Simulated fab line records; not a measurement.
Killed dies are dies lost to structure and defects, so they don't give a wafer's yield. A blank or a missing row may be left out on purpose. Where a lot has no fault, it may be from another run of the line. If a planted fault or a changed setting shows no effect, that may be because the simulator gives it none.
One fault seen from 2 desks / flow sky130 / each desk holds nothing but its own numbers, with what lay behind them at the end

## AT THE METROLOGY DESK
Lot by lot, what the gauges showed, no matter which tool ran the lot: averages of those sampled wafers that carry a number. If a lot's mean is further than 4 standard deviations from the usual mean, the lot is out of limits and carries the mark OUT (the distance appears in the brackets).
Columns: A = CONTACT_OVL at SKY_CONTACT_OVL_MEAS_15, usual 0 nm; B = CONTACT_W_RS at SKY_CONTACT_RS_MEAS_25, usual 0.3393 ohm/sq; C = CONTACT_W_THK at SKY_CONTACT_THK_MEAS_26, usual 319 nm
lot=L733; first seen here=day 32 19:17; A=8; B=0.3376; C=320
lot=L734; first seen here=day 33 10:05; A=-2; B=0.3372; C=321
lot=L740; first seen here=day 35 00:17; A=-7; B=0.3409; C=316
lot=L742; first seen here=day 36 01:14; A=-16; B=0.3390; C=316
lot=L751; first seen here=day 38 10:31; A=9; B=0.3401; C=318
lot=L752; first seen here=day 38 15:50; A=15; B=0.3403; C=322
Result from this desk: across the 6 lots, nothing is out of limits.

## DESK OF THE TOOL OWNER: cmp-02
The tool's own readings at SKY_CONTACT_CMP_27 (polishes, stops on SiO2, t overpolish 15 s, target thk 0 nm): means of the sampled wafers that have a number, for each lot that ran on this tool. If a lot's mean is further than 4 standard deviations from the usual mean, the lot is out of limits and carries the mark OUT (the distance appears in the brackets).
Columns: A = edge_zone_pressure_frac at SKY_CONTACT_CMP_27, usual 1.000; B = motor_current_A at SKY_CONTACT_CMP_27, usual 11.2 A; C = overpolish_run_s at SKY_CONTACT_CMP_27, usual 15.000 s; D = time_to_endpoint_s at SKY_CONTACT_CMP_27, usual 81 s
lot=L733; first seen here=day 32 20:24; A=0.998; B=11.0; C=14.997; D=80
lot=L740; first seen here=day 35 01:26; A=1.002; B=12.0; C=15.011; D=85
lot=L751; first seen here=day 38 11:41; A=1.001; B=11.4; C=15.364 (+40) OUT; D=77
lot=L752; first seen here=day 38 16:59; A=0.999; B=11.4; C=15.350 (+38) OUT; D=79
This desk's finding: out of limits on L751, L752; first on L751, day 38 11:41 (overpolish_run_s at SKY_CONTACT_CMP_27). L733, L740: within limits.

## PUT TOGETHER
On L751, L752, at day 38 11:41, an alarm was possible from the tool owner's desk.
The metrology desk saw nothing out of limits.
The metrology desk holds a record of L751, L752, inside its limits.
All the named lots went through SKY_CONTACT_CMP_27 on cmp-02.

## WHAT THE SIMULATOR HAD INSERTED
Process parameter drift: cmp-02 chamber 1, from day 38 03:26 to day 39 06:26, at SKY_CONTACT_CMP_27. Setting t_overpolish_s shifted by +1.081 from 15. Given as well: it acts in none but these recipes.
Struck lots among those shown: L751, L752.
Each desk's first reading out of limits, in hours after the fault started: the tool owner's desk, 8.
